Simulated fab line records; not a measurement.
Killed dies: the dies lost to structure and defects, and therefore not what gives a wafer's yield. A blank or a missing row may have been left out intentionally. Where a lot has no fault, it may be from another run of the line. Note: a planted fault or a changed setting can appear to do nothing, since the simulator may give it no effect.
Problem report in the 8D (eight disciplines) form, filled by code ; flow sky130 ; the parts of the form that need people (team, actions taken, sign-off) are left out

1. PROBLEM STATEMENT
Mean of bias-w at SKY_METAL4_ETCH_16: 87.5 W across 3 wafers in 2 lots; on wafers with no fault it is 100.0 W (standard deviation 0.3). That is -42 standard deviations from the usual mean.
The step: etches BARC in N2/H2, stops on SiO2, time 88.2 s, target depth 60 nm.
Seen first at day 47 04:22 on rie-metal-02, wafer L202.6. Wafers with a number at this step in the record: 36, from 12 lots. Rule for "out" (also "out of limits"): further than 4 standard deviations from the usual mean. All remaining wafers that have a number are taken as sound.

2. WHAT IT IS, AND WHAT IT ISN'T
question;is;is not
which readings at this step;bias-w;drypump-motor-current-A, h2-flow-sccm, oes-product-au, rf-fwd-power-W, throttle-valve-pct
which lots;L202, L203;L184, L185, L186, L188, L189, L191, L193, L201, L204, L205
which wafers of those lots;L202.6, L203.1, L203.6;L202.2, L202.5, L203.5
read on which tools;rie-metal-02;rie-metal-03, rie-metal-04
when;from day 47 04:22;"up to then (26 sound wafers); but 7 sound wafers of L203, L204, L205 came after"

3. SUSPECTS, AND WHAT RULES EACH OUT
Counting: if a tool at a process step up to the reading ran every lot that is out, it stays a suspect. Sound lots after the first of them don't rule it out here, since some wafers of a struck lot are sound.
- rie-metal-02 at SKY_METAL4_ETCH_16 (etches BARC in N2/H2, stops on SiO2, time 88.2 s, target depth 60 nm): kept. Every lot that is out went through it, the first being L202 (day 47 04:22); the last sound lot it ran before that was L193 (day 44 14:42). Out on those wafers are its own readings of bias-w.
- Within rie-metal-02 at SKY_METAL4_ETCH_16: the wafers that are out ran in chamber 1; their sound lot-mates ran in chamber 0.
Left after counting: rie-metal-02 at SKY_METAL4_ETCH_16.

4. THE CAUSE (what the simulator had put in)
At SKY_METAL4_ETCH_16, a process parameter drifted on rie-metal-02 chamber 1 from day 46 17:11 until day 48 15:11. From 100, the setting bias-w moved by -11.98. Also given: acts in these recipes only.
This tool alone remained once counting was done.

5. SEQUENCE OF EFFECTS, ordered by route
Rows list readings where the struck wafers' mean (over those with a number) sits beyond 3 standard deviations from the usual. Readings are gone through only where the record gives a usual standard deviation; hours: the median, over the lots, of the time from a lot's start at the first step in this table giving one to that lot's start at this step; sigmas: the change measured in usual standard deviations.
hours;step;reading;usual;on struck wafers;change;sigmas
0;SKY_METAL4_ETCH_16;bias-w;100.0 W;87.5;-12.5;-42
Here are the process steps it includes:
- SKY_METAL4_ETCH_16: etches BARC in N2/H2, stops on SiO2, time 88.2 s, target depth 60 nm.
At these later measuring or inspecting steps, every struck wafer for which the step has a row has a number for every such reading, and none has moved that far: SKY_VIA4_BOW_MEAS_03.

6. WHAT WOULD HAVE CAUGHT IT SOONER
In this record no reading fell out of limits until day 47 04:22, 11 hours after the fault had begun at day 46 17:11.
